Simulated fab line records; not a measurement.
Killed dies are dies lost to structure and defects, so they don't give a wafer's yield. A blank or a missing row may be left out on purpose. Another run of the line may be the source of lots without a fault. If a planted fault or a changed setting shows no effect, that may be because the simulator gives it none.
Code-filled problem report in 8D (eight disciplines) form || flow sky130 || the parts of the form that need people (team, actions taken, sign-off) are left out

== 1. THE ISSUE ==
Across 3 wafers from 3 lots, LOCAL_INTERCONNECT_TIN_RS at SKY_LOCAL_INTERCONNECT_RS_MEAS_01 averages 10.43 ohm/sq, while fault-free wafers read 14.19 ohm/sq with a standard deviation of 0.21. That is -18 standard deviations from the usual mean.
The step: measures by four-point-probe.
First observed at day 32 04:31: wafer L519.1, on filmMetro-04. The record has a number at this step for 30 wafers belonging to 10 lots. The rule behind "out" and "out of limits": a value lying over 4 standard deviations away from the usual mean. The rest of the wafers with a number are treated as sound.

== 2. WHAT THIS IS AND IS NOT ==
{"question": "which readings at this step", "is": "LOCAL_INTERCONNECT_TIN_RS", "is not": "-"}
{"question": "which lots", "is": "L519, L520, L523", "is not": "L510, L512, L516, L521, L529, L530, L533"}
{"question": "which wafers of those lots", "is": "L519.1, L520.1, L523.1", "is not": "L519.2, L519.4, L520.2, L520.4, L523.3, L523.5"}
{"question": "read on which gauges", "is": "filmMetro-01, filmMetro-04", "is not": "filmMetro-02"}
{"question": "when", "is": "from day 32 04:31", "is not": "up to then (11 sound wafers); but 16 sound wafers of L520, L521, L523, L529, L530, L533 came after"}

== 3. WHAT RULES OUT EACH SUSPECT ==
Counting: any tool at a process step up to the reading remains a suspect provided it ran every lot that is out. Sound lots after the first of them don't rule it out here, since some wafers of a struck lot are sound.
- the gauge at SKY_LOCAL_INTERCONNECT_RS_MEAS_01 has been ruled out. The wafers that are out were read on 2 gauges (filmMetro-01, filmMetro-04).
- pvdSputter-03 at SKY_LOCAL_INTERCONNECT_SPUTTER_00 (material TiN, target thk 100 nm, time 83.3 s): kept. It ran every lot that is out, first L519 (day 32 04:27); its last sound lot up to then is L516 (day 30 21:02).
Left after counting: pvdSputter-03 at SKY_LOCAL_INTERCONNECT_SPUTTER_00.

== 4. THE CAUSE (what the simulator had put in) ==
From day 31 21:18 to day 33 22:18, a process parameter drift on pvdSputter-03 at SKY_LOCAL_INTERCONNECT_SPUTTER_00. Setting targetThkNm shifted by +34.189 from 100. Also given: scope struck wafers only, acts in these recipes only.
The count eliminated every tool but this one.

== 5. THE CHAIN OF EFFECTS, in route order ==
Each row: a reading where the mean over the struck wafers with a number is more than 3 standard deviations away from the usual. Readings are gone through only where the record gives a usual standard deviation; hours: the median, over the lots, of the time from a lot's start at the first step in this table giving one to that lot's start at this step; sigmas: the change measured in usual standard deviations.
{"hours": 0, "step": "SKY_LOCAL_INTERCONNECT_RS_MEAS_01", "reading": "LOCAL_INTERCONNECT_TIN_RS", "usual": "14.19 ohm/sq", "on struck wafers": 10.43, "change": -3.76, "sigmas": -18}
{"hours": 0, "step": "SKY_LOCAL_INTERCONNECT_THK_MEAS_02", "reading": "LOCAL_INTERCONNECT_TIN_THK", "usual": "99.1 nm", "on struck wafers": 132.7, "change": "+33.6", "sigmas": "+26"}
{"hours": 27, "step": "SKY_LOCAL_INTERCONNECT_METAL_ETCH_14", "reading": "oesProductAu", "usual": "0.939 a.u.", "on struck wafers": 1.007, "change": "+0.068", "sigmas": "+7.9"}
{"hours": 27, "step": "SKY_LOCAL_INTERCONNECT_METAL_ETCH_14", "reading": "throttleValvePct", "usual": "21.903 %", "on struck wafers": 21.867, "change": -0.036, "sigmas": -3.6}
It contains these process steps:
- SKY_LOCAL_INTERCONNECT_METAL_ETCH_14: etches TiN in Cl2/BCl3, stops on PSG, target depth 110 nm, time 31.4 s.

== 6. WHAT WOULD HAVE CAUGHT IT SOONER ==
7 hours passed between the start of the fault at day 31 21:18 and the first reading out of limits at a measuring or inspecting step in this record, taken at day 32 04:31.
Of the tool readings at SKY_LOCAL_INTERCONNECT_SPUTTER_00 for which the record gives a usual standard deviation, none was out on any struck wafer, so an alarm limit of 4 standard deviations on them would not have fired.
Of the lots that are out (3), L520, L523 began SKY_LOCAL_INTERCONNECT_SPUTTER_00 on pvdSputter-03 after day 32 04:31. A hold on the tool at that time would have spared those 2.
